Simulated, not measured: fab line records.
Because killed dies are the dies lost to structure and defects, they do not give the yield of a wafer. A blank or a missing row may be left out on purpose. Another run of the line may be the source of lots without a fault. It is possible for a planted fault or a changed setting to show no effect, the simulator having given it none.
A single fault, viewed from 2 desks :: flow gf180mcu :: what lay behind the numbers comes last; until then each desk has only its own

## TOOL OWNER'S DESK, rie_diel-03
The tool's own readings at GF_V2_ETCH_17 (etches SiO2 in C4F8/O2/Ar, stops on TiN, target depth 630 nm): means of the sampled wafers that have a number, for each lot that ran on this tool. A lot is out of limits, marked OUT, if its mean lies more than 4 standard deviations from the usual mean; the brackets give that distance.
Columns: A = bias_w at GF_V2_ETCH_17, usual 1200 W; B = oes_product_au at GF_V2_ETCH_17, usual 0.855 a.u.
lot: L134
first seen here: day 20 16:00
A: 1200
B: 0.861

lot: L135
first seen here: day 21 05:00
A: 1200
B: 0.852

lot: L137
first seen here: day 21 22:00
A: 1196
B: 0.850

lot: L138
first seen here: day 22 04:00
A: 1199
B: 0.855

lot: L140
first seen here: day 23 13:00
A: 1202
B: 0.858

lot: L143
first seen here: day 24 08:00
A: 1336 (+41) OUT
B: 0.858

lot: L144
first seen here: day 24 20:00
A: 1334 (+41) OUT
B: 0.856
Finding of this desk: L143, L144 out of limits; the first was L143 at day 24 08:00, on bias_w at GF_V2_ETCH_17. L134, L135, L137, L138, L140 stayed within limits.

## AT THE METROLOGY DESK
What the gauges read for every lot (on any tool): the sampled wafers with a number, averaged. A lot is out of limits, marked OUT, if its mean lies more than 4 standard deviations from the usual mean; the brackets give that distance.
Columns: A = cd_nm at GF_M2_CD_MEAS_14, usual 279.9 nm; B = V2_BOW at GF_V2_BOW_MEAS_05, usual 97 um; C = V2_W_RS at GF_V2_RS_MEAS_24, usual 0.324 ohm/sq
lot: L134
first seen here: day 19 14:49
A: 279.3
B: 99
C: 0.315

lot: L135
first seen here: day 20 03:34
A: 279.2
B: 82
C: 0.322

lot: L137
first seen here: day 20 21:10
A: 281.4
B: 96
C: 0.324

lot: L138
first seen here: day 21 03:04
A: 280.6
B: 104
C: 0.320

lot: L139
first seen here: day 21 11:56
A: 279.6
B: 99
C: 0.319

lot: L140
first seen here: day 22 12:04
A: 280.2
B: 88
C: 0.329

lot: L143
first seen here: day 23 08:06
A: 279.0
B: 92
C: 0.317

lot: L144
first seen here: day 23 21:11
A: 280.8
B: 108
C: 0.326

lot: L149
first seen here: day 24 23:44
A: 279.8
B: 110
C: 0.318

lot: L151
first seen here: day 25 14:33
A: 280.7
B: 89
C: 0.331

lot: L152
first seen here: day 25 21:11
A: 279.8
B: 85
C: 0.329

lot: L154
first seen here: day 26 12:19
A: 279.5
B: 97
C: 0.327

lot: L155
first seen here: day 26 19:20
A: 280.0
B: 103
C: 0.333
Finding of this desk: none of the 13 lots has anything out of limits.

## PUT TOGETHER
An alarm could have come from the tool owner's desk at day 24 08:00, on L143, L144.
The metrology desk saw nothing out of limits.
The metrology desk has L143, L144 on record, within its limits.
Of the lots named, all ran GF_V2_ETCH_17 on rie_diel-03.

## WHAT THE SIMULATOR HAD PUT IN
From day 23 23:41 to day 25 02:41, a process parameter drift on rie_diel-03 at GF_V2_ETCH_17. From 1200, the setting bias_w moved by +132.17. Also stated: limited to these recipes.
Lots struck among those shown: L143, L144.
Hours from the fault's start to each desk's first reading out of limits: the tool owner's desk, 8.
